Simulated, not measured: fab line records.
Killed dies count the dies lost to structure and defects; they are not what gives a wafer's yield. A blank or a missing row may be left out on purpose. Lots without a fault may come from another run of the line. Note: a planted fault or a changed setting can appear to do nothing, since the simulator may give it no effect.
The tool behind it: which one? -- flow gf180mcu -- 45 wafers from 15 lots sampled at 3 of the route's 602 steps

WHAT THE GAUGES READ, wafer by wafer
GF_VT_IMPLANT_OVL_MEAS_07.
lot,measured,on,VT_IMPLANT_OVL (nm)
L788,day 5 17:52,overlay-02,3.0 3.4 3.0
L789,day 5 20:54,overlay-02,1.4 1.0 1.3
L790,day 6 09:37,overlay-02,2.4 1.7 1.7
L791,day 6 09:55,overlay-02,0.0 1.5 0.7
L792,day 6 18:10,overlay-02,1.5 -0.1 0.8
L793,day 6 21:03,overlay-02,2.4 2.0 1.3
L794,day 7 03:22,overlay-01,2.7 3.0 2.1
L796,day 7 17:40,overlay-01,2.2 2.1 2.1
L800,day 8 17:07,overlay-01,2.0 3.9 1.8
L803,day 9 11:05,overlay-01,4.3 -0.2 1.9
L804,day 9 17:48,overlay-02,2.8 2.9 1.1
L805,day 10 01:37,overlay-02,1.0 -0.4 1.6
L808,day 10 16:04,overlay-02,4.6 5.4 5.2
L809,day 11 03:28,overlay-01,2.8 2.1 2.6
L811,day 11 12:30,overlay-01,2.9 3.9 3.2

GF_VT_IMPLANT_TW_MEAS_32.
lot,measured,on,VT_IMPLANT_3_TW
L788,day 7 00:33,film-metro-03,282 281 282
L789,day 7 03:59,film-metro-01,275 274 274
L790,day 7 16:06,film-metro-04,270 272 270
L791,day 7 16:41,film-metro-04,270 270 269
L792,day 8 01:23,film-metro-01,273 274 273
L793,day 8 05:28,film-metro-03,279 279 278
L794,day 8 12:15,film-metro-01,272 272 274
L796,day 9 03:02,film-metro-01,273 275 274
L800,day 10 05:17,film-metro-03,281 279 279
L803,day 11 00:09,film-metro-03,280 280 281
L804,day 11 05:49,film-metro-04,266 266 265
L805,day 11 14:51,film-metro-01,273 271 272
L808,day 12 05:33,film-metro-03,278 278 279
L809,day 12 18:18,film-metro-01,271 273 271
L811,day 13 03:30,film-metro-03,278 280 278

WHICH TOOL RAN EACH LOT (tool, then ch and the chambers of the sampled wafers, then the start)
lot,GF_NWELL_DEVELOP_06
L788,"litho-track-03 ch 0, day 3 09:00"
L789,"litho-track-04 ch 0, day 3 13:00"
L790,"litho-track-01 ch 0, day 3 23:00"
L791,"litho-track-04 ch 0, day 3 23:00"
L792,"litho-track-01 ch 0, day 4 07:00"
L793,"litho-track-01 ch 0, day 4 09:00"
L794,"litho-track-04 ch 0, day 4 15:00"
L796,"litho-track-03 ch 0, day 5 04:00"
L800,"litho-track-03 ch 0, day 6 01:00"
L803,"litho-track-03 ch 0, day 6 17:00"
L804,"litho-track-03 ch 0, day 6 23:00"
L805,"litho-track-01 ch 0, day 7 04:00"
L808,"litho-track-04 ch 0, day 7 19:00"
L809,"litho-track-01 ch 0, day 8 04:00"
L811,"litho-track-01 ch 0, day 8 13:00"
- GF_NWELL_DEVELOP_06: develop time 60 s.

AS READ BY THE TOOLS THEMSELVES (means over the sampled wafers that have a number; for cases with no such wafer, the mark the record gives instead)
GF_NWELL_DEVELOP_06.
lot,tool,developer-temp-C (C),exhaust-pa (Pa)
L788,litho-track-03,23.06,45.2
L789,litho-track-04,22.94,45.4
L790,litho-track-01,23.02,45.5
L791,litho-track-04,23.08,44.6
L792,litho-track-01,23.05,46.0
L793,litho-track-01,22.74,45.1
L794,litho-track-04,23.06,44.8
L796,litho-track-03,22.89,44.3
L800,litho-track-03,22.01,43.8
L803,litho-track-03,22.01,44.6
L804,litho-track-03,22.08,44.3
L805,litho-track-01,22.87,45.2
L808,litho-track-04,22.93,45.6
L809,litho-track-01,22.87,45.1
L811,litho-track-01,22.95,45.1

THE ANSWER, worked out from the rows above alone
Rule: the usual values come from the lots themselves. The widest of any qualifying gaps counts: lots, ordered by their means at a reading, are off when they make up no more than a third of the lots, leave a main group of 4 or more, and stand apart from it by 3 or more times the standard deviation of that group's means. A main group whose means are all the same, to the digits that the tables above print for the reading, isn't used. A lot without any number at a reading at which 4 lots or more have one is off too. All remaining lots with rows at the step are treated as sound. Order of review: gauges by route order, followed by the tools' own readings, for which a lot's mean as printed above is used. At the first step where some lot is off, the reading lying furthest off is the one used; lots without a number count as furthest.
Off: L800, L803, L804 (GF_NWELL_DEVELOP_06, developer-temp-C). The main group has a mean of 22.95 C with a standard deviation of 0.099.
If a tool, at that step or one of the process steps before it, ran each lot that is off and ran no sound lot following the first of them, it fits. One candidate fits, namely litho-track-03 at GF_NWELL_DEVELOP_06. A fault onset in the window from L796 (day 5 04:00, its last sound lot) to L800 (day 6 01:00, its first lot off) fits.
The tool's own readings at GF_NWELL_DEVELOP_06 bear it out: on the lots that are off they differ by more than 5 times the standard deviation of the sound lots' means. developer-temp-C reads 22.03 C there against 22.95 C on the sound lots.

WHAT HAD BEEN PUT IN BY THE SIMULATOR
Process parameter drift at GF_NWELL_DEVELOP_06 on litho-track-03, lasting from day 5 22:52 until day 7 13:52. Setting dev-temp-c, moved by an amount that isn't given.
Shown lots that were struck: L800, L803, L804. The same result came from the rule above.
